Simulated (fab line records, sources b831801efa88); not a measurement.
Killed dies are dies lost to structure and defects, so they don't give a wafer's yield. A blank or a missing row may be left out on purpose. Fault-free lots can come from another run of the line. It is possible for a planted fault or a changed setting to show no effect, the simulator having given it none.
Comparing a struck lot with a sound one ; flow sky130 ; 32 steps out of a route of 708
Sound: these wafers, L489.3, L489.4, L489.5. The struck wafers were L510.3, L510.5, L510.6. The cause is given at the end.
At each step with rows: each side's tool, then ch and its chambers, then its first start. Under that, the readings that differ: sound wafers ; struck wafers ; difference of the means ; sigmas: that difference in standard deviations of wafers without a fault.
alike: a reading whose means differ by less than 2 such deviations, as well as words and numbers matching on both sides. not compared: withheld readings; readings where some wafer has no value; bounds like >300 that might hide an equal value; numbers whose values overlap and for which the record gives no deviation.
A row with sigmas, a row that says differs or no value, or rows on one side alone: a step with any of these is where the two part. When numbers do not overlap yet have no deviation, they are printed without sigmas and do not part them. A reading that every wafer of one side lacks parts them only if that side has two wafers or more.

SKY_PWDE_OVL_MEAS_07:
  sound: overlay-02 at day 4 16:34; struck: overlay-02 at day 8 22:14
  alike: PWDE_OVL
then, 1 step without rows for these wafers: SKY_PWDE_IMPLANT_08.
SKY_PWDE_STRIP_09: strips in O2/N2.
  sound on plasmaAsher-04 ch 0,1, day 4 16:47; struck on plasmaAsher-02 ch 0,1, day 8 22:27
  alike: drypumpMotorCurrentA, oesProductAu, stripTimeToEndpointS
  not compared: rfHoursCounterH
SKY_PWDE_TW_MEAS_10:
  sound: filmMetro-04 at day 4 16:52; struck: filmMetro-01 at day 8 22:32
  alike: PWDE_TW
then, 7 steps without rows for these wafers: SKY_NWELL_DEHYDRATE_03 (time 60 s); SKY_NWELL_HMDS_04 (prime time 60 s); SKY_NWELL_COAT_05 (resist thk 3000 nm); SKY_NWELL_SOFTBAKE_06; SKY_NWELL_EXPOSE_07 (exposes mask NWM, target cd 840 nm); SKY_NWELL_PEB_08; SKY_NWELL_DEVELOP_09 (develop time 60 s).
SKY_NWELL_OVL_MEAS_10:
  sound: overlay-01 at day 5 09:07; struck: overlay-01 at day 9 20:10
  alike: NWELL_00_OVL
SKY_NWELL_IMPLANT_11:
  sound on implanter-02 ch 0, day 5 09:12; struck on implanter-04 ch 0, day 9 20:14
reading;sound;struck;difference;sigmas
beamEnergyKeV;400.11 400.32 400.13;485.49 485.47 485.51;+85.30;+99 or more
model.implant.rpNm (nm);510.3 510.3 510.3;585.1 585.1 585.1;+74.8;
model.implant.drpNm (nm);116.9 116.9 116.9;128.5 128.5 128.5;+11.6;
then, 2 steps without rows for these wafers: SKY_NWELL_IMPLANT_12; SKY_NWELL_IMPLANT_13.
SKY_NWELL_STRIP_14: strips in O2/N2.
  sound on plasmaAsher-01 ch 0,1, day 5 09:38; struck on plasmaAsher-01 ch 0,1, day 9 20:41
  alike: drypumpMotorCurrentA, oesProductAu, stripTimeToEndpointS
  not compared: rfHoursCounterH
SKY_NWELL_TW_MEAS_15:
  sound: filmMetro-02 at day 5 09:43; struck: filmMetro-01 at day 9 20:46
  alike: NWELL_TW
then, 7 steps without rows for these wafers: SKY_NWELL_DEHYDRATE_16 (time 60 s); SKY_NWELL_HMDS_17 (prime time 60 s); SKY_NWELL_COAT_18 (resist thk 3000 nm); SKY_NWELL_SOFTBAKE_19; SKY_NWELL_EXPOSE_20 (exposes mask NWM COMPLEMENT, target cd 840 nm); SKY_NWELL_PEB_21; SKY_NWELL_DEVELOP_22 (develop time 60 s).
SKY_NWELL_OVL_MEAS_23:
  sound: overlay-02 at day 6 03:38; struck: overlay-02 at day 10 18:50
  alike: NWELL_01_OVL
then, 1 step without rows for these wafers: SKY_NWELL_IMPLANT_24.
SKY_NWELL_STRIP_25: strips in O2/N2.
  sound on plasmaAsher-01 ch 0,1, day 6 03:51; struck on plasmaAsher-01 ch 0,1, day 10 19:03
  alike: drypumpMotorCurrentA, oesProductAu, stripTimeToEndpointS
  not compared: rfHoursCounterH
SKY_NWELL_TW_MEAS_26:
  sound: filmMetro-02 at day 6 03:56; struck: filmMetro-01 at day 10 19:08
reading;sound;struck;difference;sigmas
NWELL_2_TW;500 503 502;495 491 493;-9;-2
then, 1 step without rows for these wafers: SKY_NWELL_CLEAN_27 (cleans in SC1/SC2, time 150 s).
SKY_NWELL_RTA_28: time 30 s.
  sound on rtpAnneal-02 ch 0, day 6 04:04; struck on rtpAnneal-02 ch 0, day 10 19:16
  alike: lampPowerPct, wafer_temp_C_max
SKY_NWELL_RS_MEAS_29: measures by four-point-probe.
  sound: filmMetro-01 at day 6 04:10; struck: filmMetro-04 at day 10 19:44
reading;sound;struck;difference;sigmas
NWELL_RS (ohm/sq);625.9 628.0 624.0;597.6 598.5 597.2;-28.2;-17
  not compared: hold
-- the record jumps here: 40 days lie between the struck wafers' starts before and after (it left off in module NWELL and takes up again in module PAD_OPEN, whose first step shown is number 708 of the route) --
SKY_PAD_OPEN_PROBE_99:
  sound: prober-01 at day 46 10:29; struck: prober-01 at day 50 22:44
reading;sound;struck;difference;sigmas
model.etest.nfet_16v.rOnOhmUm;1.454e+04 1.442e+04 1.43e+04;1.679e+04 1.691e+04 1.69e+04;+2.447e+03;
model.etest.pfet_16v.rOnOhmUm;1.556e+04 1.549e+04 1.535e+04;1.497e+04 1.486e+04 1.505e+04;-5.067e+02;
model.etest.resNwell.lineOhmUm;1070 1044 1054;877.9 871.6 876;-180.8;
model.etest.resNwell.rsOhmSq;902.1 901 897.4;756.1 742.6 751.5;-150.1;
model.etest.pfetG5v0d10v5.rOnOhmUm;4855 4783 4857;4691 4709 4729;-122;
model.etest.tip_p_5v.rsOhmSq;2834 2830 2800;2721 2734 2707;-101;
model.etest.pfet_16v.driveUaUm;243.8 240.8 246.5;253.6 257.3 252.9;+10.9;
model.etest.pfetG5v0d10v5.driveUaUm;333.8 340.4 338.2;350.2 348.4 350;+12.1;
  alike: killed_at_M0_to_M3, killed_at_M4_up, killedAtContacts, killedAtFrontEnd, killedAtOther, killedDies, killedOpen, killedShort

== WHERE THEY PART ==
At SKY_NWELL_IMPLANT_11 first; at SKY_NWELL_RS_MEAS_29 last (within this record only). Later steps at which nothing parts them and some readings are alike: SKY_PAD_OPEN_PROBE_99.

WHY: whatever the simulator had introduced
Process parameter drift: implanter-04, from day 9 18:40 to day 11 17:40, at SKY_NWELL_IMPLANT_11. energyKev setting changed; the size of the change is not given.
